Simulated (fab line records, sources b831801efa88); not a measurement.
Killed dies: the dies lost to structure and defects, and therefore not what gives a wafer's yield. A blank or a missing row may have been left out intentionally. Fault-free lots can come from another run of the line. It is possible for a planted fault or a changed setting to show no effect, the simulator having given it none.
Matching of chambers -- flow gf180mcu -- cmp-02 running GF_V3_CMP_26: 4 sister chambers
The step polishes, stops on SiO2, t overpolish 15 s, target thk 0 nm. 8 wafers are shown with their chamber, then 10 later ones without.

## WAFERS, EACH WITH ITS CHAMBER
wafer,chamber,motor_current_A (A),time_to_endpoint_s (s)
L792.2,1,13.4,85.8
L793.6,0,12.5,86.6
L794.2,1,13.3,85.7
L796.2,2,12.4,87.1
L796.3,0,12.2,80.5
L796.4,3,11.1,79.9
L801.1,3,11.2,85.0
L801.4,2,13.2,89.1

## WAFERS WITHOUT THEIR CHAMBER
wafer,motor_current_A (A),time_to_endpoint_s (s)
L801.5,12.6,82.8
L806.3,12.5,89.6
L806.4,12.8,91.3
L806.6,13.6,90.4
L808.1,12.8,87.6
L808.2,11.9,87.4
L808.3,12.6,88.1
L809.4,12.7,90.1
L809.5,12.5,90.8
L809.6,10.8,86.5

## CHAMBER TAKEN BY EACH
wafer,from the rows above,in truth
L801.5,can't be placed: 0 or 2 or 1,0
L806.3,can't be placed: 2 or 0 or 1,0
L806.4,can't be placed: 2 or 1 or 0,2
L806.6,can't be placed: 1 or 2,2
L808.1,can't be placed: 2 or 1 or 0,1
L808.2,can't be placed: 0 or 2 or 3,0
L808.3,can't be placed: 2 or 0 or 1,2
L809.4,can't be placed: 2 or 0 or 1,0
L809.5,can't be placed: 2 or 0 or 1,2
L809.6,3,3
Correct placement for 1 of the 10. Unplaceable from these rows: 9, with the true chamber sitting among the candidates in 9. Wrongly placed: 0.
How it was worked out, from the rows above alone: a wafer's distance from a chamber is the root of the sum, over the readings, of the square of ((its reading less the chamber's mean) divided by the reading's scatter). The wafer belongs to the nearest chamber; if the next one is less than 2 further off, it can't be placed. Each chamber's mean is taken over the wafers shown for it. The scatter is the square root of a quotient: the sum, over the shown wafers, of each reading's squared deviation from its chamber's mean, divided by wafers minus chambers.
